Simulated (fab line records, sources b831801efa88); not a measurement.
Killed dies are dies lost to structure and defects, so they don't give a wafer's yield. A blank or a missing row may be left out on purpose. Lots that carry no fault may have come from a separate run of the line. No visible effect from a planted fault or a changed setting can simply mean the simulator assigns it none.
A single fault, viewed from 2 desks || flow gf180mcu || only its own numbers are on each desk; what lay behind them is given at the end

## THE METROLOGY DESK
Means of the sampled wafers that have a number, per lot and without regard to the tool the lot ran on: this is what the gauges read. Marked OUT: a lot whose mean sits more than 4 standard deviations from the usual mean, which makes it out of limits; the brackets give that distance.
Columns: A = STI_CVD_03_THK at GF_STI_THK_MEAS_04, usual 207.4 nm; B = LVPWELL_TW at GF_LVPWELL_TW_MEAS_11, usual 557; C = cdNm at GF_HV_LDD_CD_MEAS_19, usual 399.2 nm
{"lot": "L956", "first seen here": "day 1 14:02", "A": 205.9, "B": 553, "C": 399.4}
{"lot": "L957", "first seen here": "day 1 19:26", "A": 208.2, "B": 553, "C": 398.0}
{"lot": "L958", "first seen here": "day 1 23:47", "A": 209.8, "B": 553, "C": 400.7}
{"lot": "L959", "first seen here": "day 2 04:46", "A": 207.7, "B": 553, "C": 404.0}
{"lot": "L960", "first seen here": "day 2 09:35", "A": 210.3, "B": 551, "C": 400.5}
{"lot": "L962", "first seen here": "day 2 20:13", "A": 206.5, "B": 555, "C": 398.2}
{"lot": "L963", "first seen here": "day 3 01:14", "A": 203.5, "B": 556, "C": 397.4}
{"lot": "L966", "first seen here": "day 3 16:28", "A": 207.0, "B": 556, "C": 398.4}
{"lot": "L968", "first seen here": "day 4 01:45", "A": 207.0, "B": 551, "C": 398.2}
{"lot": "L973", "first seen here": "day 5 02:34", "A": 208.2, "B": "30 (-99 or more) OUT", "C": 395.7}
{"lot": "L976", "first seen here": "day 5 17:34", "A": 208.3, "B": 559, "C": 400.8}
{"lot": "L978", "first seen here": "day 6 03:41", "A": 205.9, "B": 558, "C": 400.3}
{"lot": "L979", "first seen here": "day 6 09:10", "A": 207.4, "B": 558, "C": 401.6}
Finding of this desk: L973 out of limits, first seen on L973 at day 7 21:37 (LVPWELL_TW at GF_LVPWELL_TW_MEAS_11). In limits: L956, L957, L958, L959, L960, L962, L963, L966, L968, L976, L978, L979.

## FOR THE TOOL OWNER'S DESK: plasmaAsher-04
The tool's own readings at GF_NWELL_STRIP_10 (strips in O2/N2): means of the sampled wafers that have a number, for each lot that ran on this tool. Marked OUT: a lot whose mean sits more than 4 standard deviations from the usual mean, which makes it out of limits; the brackets give that distance.
Columns: A = drypumpMotorCurrentA at GF_NWELL_STRIP_10, usual 5.7 A; B = heaterPowerW at GF_NWELL_STRIP_10, usual 344 W; C = n2FlowSccm at GF_NWELL_STRIP_10, usual 300.2 sccm; D = oesProductAu at GF_NWELL_STRIP_10, usual 0.722 a.u.; E = platenTempC at GF_NWELL_STRIP_10, usual 249.96 C; F = stripTimeToEndpointS at GF_NWELL_STRIP_10, usual 36.92 s
{"lot": "L956", "first seen here": "day 3 07:49", "A": 5.5, "B": 365, "C": 300.8, "D": 0.724, "E": 250.04, "F": 37.10}
{"lot": "L962", "first seen here": "day 4 18:19", "A": 5.4, "B": 365, "C": 300.2, "D": 0.717, "E": 249.98, "F": 37.12}
{"lot": "L968", "first seen here": "day 6 00:07", "A": 5.5, "B": 346, "C": 299.5, "D": 0.722, "E": 250.02, "F": 36.88}
{"lot": "L973", "first seen here": "day 7 05:47", "A": 5.5, "B": 342, "C": 299.7, "D": "0.933 (+41) OUT", "E": 249.88, "F": "-"}
This desk's finding: out of limits on L973; first on L973, day 7 05:47 (oesProductAu at GF_NWELL_STRIP_10). In limits: L956, L962, L968.

## BROUGHT TOGETHER
The tool owner's desk had the chance to raise an alarm at day 7 05:47 on L973.
An alarm was possible from the metrology desk at day 7 21:37, on L973.
On plasmaAsher-04, each named lot ran GF_NWELL_STRIP_10.

## WHAT WAS PUT IN BY THE SIMULATOR
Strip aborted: plasmaAsher-04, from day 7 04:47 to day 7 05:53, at GF_NWELL_STRIP_10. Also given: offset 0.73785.
Struck lots among those shown: L973.
Counting hours from when the fault started, the first reading out of limits came at 1 for the tool owner's desk and at 17 for the metrology desk.
